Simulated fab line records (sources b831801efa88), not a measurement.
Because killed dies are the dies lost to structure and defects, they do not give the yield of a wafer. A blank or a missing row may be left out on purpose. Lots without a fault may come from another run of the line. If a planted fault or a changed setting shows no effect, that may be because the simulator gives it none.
Struck lot and sound lot, side by side	flow sky130	36 out of 708 route steps
Sound: these wafers, L749.1, L749.3, L749.4. Struck: wafers L756.1, L756.3 (left out: L756.5, a lot-mate that was not struck); the cause follows at the end.
At each step with rows: each side's tool, then ch and its chambers, then its first start. Under that, the readings that differ: sound wafers	struck wafers	difference of the means	sigmas: that difference in standard deviations of wafers without a fault.
alike: same words and numbers on both sides, and readings whose means sit less than 2 such deviations apart. not compared: any withheld reading, any reading some wafer has no value for, any bound like >300 that may hide the same value, and any number with overlapping values for which the record gives no deviation.
Wherever a step has rows on one side only, a row that says differs or no value, or a row with sigmas, the two part there. Numbers that don't overlap but have no deviation are shown without sigmas and don't part them. A reading missing from all wafers of one side parts the sides only when that side holds two or more wafers.

first, 9 steps without rows for these wafers: SKY_VIA4_CMP_02 (polishes SiO2); SKY_VIA4_DEHYDRATE_04 (time 60 s); SKY_VIA4_HMDS_05 (prime time 60 s); SKY_VIA4_COAT_06 (resist thk 1140 nm); SKY_VIA4_SOFTBAKE_07 (time 60 s); SKY_VIA4_EXPOSE_08 (exposes mask VIM4, target cd 800 nm); SKY_VIA4_PEB_09; SKY_VIA4_DEVELOP_10 (develop time 60 s); SKY_VIA4_ETCH_12 (etches SiO2 in C4F8/O2/Ar, stops on TiN, target depth 580 nm).
SKY_VIA4_STRIP_13: strips in O2/N2.
  sound on plasma-asher-04 ch 0,1, day 44 14:46; struck on plasma-asher-02 ch 1, day 46 06:55
  alike: drypump-motor-current-A, n2-flow-sccm, oes-product-au, strip-time-to-endpoint-s
  not compared: rf-hours-counter-h
then, 25 steps without rows for these wafers: SKY_VIA4_STRIP_14 (strips in post etch residue remover, time 1200 s); SKY_VIA4_CLEAN_15 (cleans in IPA, time 180 s); SKY_VIA4_CLEAN_16 (cleans in O3/DIW); SKY_VIA4_SPUTTER_17 (material TiN, target thk 20 nm, time 80 s); SKY_VIA4_CVD_18 (deposits W, target thk 505 nm, time 152.14 s); SKY_VIA4_CMP_21 (polishes, stops on SiO2, t overpolish 25 s, target thk 0 nm); SKY_METAL5_SPUTTER_00 (material Ti, target thk 15 nm, time 10 s); SKY_METAL5_SPUTTER_01 (material TiN, target thk 20 nm, time 16.7 s); SKY_METAL5_SPUTTER_02 (material AlCu, target thk 1150 nm, time 61.2 s); SKY_METAL5_SPUTTER_03 (material Ti, target thk 5 nm, time 3.3 s); SKY_METAL5_SPUTTER_04 (material TiN, target thk 70 nm, time 58.3 s); SKY_METAL5_DEHYDRATE_07 (time 60 s); SKY_METAL5_HMDS_08 (prime time 60 s); SKY_METAL5_COAT_09 (resist thk 1800 nm); SKY_METAL5_SOFTBAKE_10 (time 60 s); SKY_METAL5_EXPOSE_11 (exposes mask MM5, target cd 1600 nm); SKY_METAL5_PEB_12; SKY_METAL5_DEVELOP_13 (develop time 60 s); SKY_METAL5_DESCUM_14 (chemistry O2, time 11 s); SKY_METAL5_METAL_ETCH_15 (etches the open film in Cl2/BCl3, stops on SiO2, target depth 1260 nm, time 252 s); SKY_METAL5_STRIP_16 (strips in O2/N2); SKY_METAL5_STRIP_17 (strips in post etch residue remover, time 1200 s); SKY_METAL5_CLEAN_18 (cleans in IPA, time 180 s); SKY_METAL5_CLEAN_19 (cleans in O3/DIW); SKY_PASSIVATION_CVD_00 (deposits SiO2, target thk 90 nm).
-- the record jumps here: 3 days lie between the struck wafers' starts before and after (it left off in module PASSIVATION and takes up again in module PAD_OPEN, whose first step shown is number 708 of the route) --
SKY_PAD_OPEN_PROBE_99:
  sound on prober-01, day 47 10:46; struck on prober-02, day 48 22:34
reading	sound	struck	difference	sigmas
defect-limited-yield (%)	84.3 85.4 81.9	71.3 72.8	-11.8	-6
killed_at_M4_up	3 4 4	59 60	+56	+35
killed-dies	77 72 89	141 134	+58	+6
sort_bin_3_pad_short (%)	1.2 1.0 0.6	4.5 2.8	+2.7	+6
sort_bin_5_function (%)	8.5 8.3 12.2	16.3 16.9	+6.9	+5
sort_bin_6_memory (%)	5.9 5.3 5.3	7.9 7.5	+2.2	+2
sort-n-pass	415 420 403	351 358	-58	-6
sort-yield-pct (%)	84.3 85.4 81.9	71.3 72.8	-11.8	-6
model.etest.tester.sort-n-pass	415 420 403	351 358	-58	
model.etest.tester.sort-yield-pct (%)	84.35 85.37 81.91	71.34 72.76	-11.83	
model.etest.tester.sort_bin_5_pct (%)	8.537 8.333 12.2	16.26 16.87	+6.88	
model.etest.tester.sort_bin_3_pct (%)	1.22 1.016 0.6098	4.472 2.846	+2.710	
  alike: killed_at_M0_to_M3, killed-at-contacts, killed-at-front-end, killed-at-other, killed-open, killed-short

## WHERE THEY PART
At SKY_PAD_OPEN_PROBE_99 and nowhere else, as far as this record goes.

WHY: what had been put in by the simulator
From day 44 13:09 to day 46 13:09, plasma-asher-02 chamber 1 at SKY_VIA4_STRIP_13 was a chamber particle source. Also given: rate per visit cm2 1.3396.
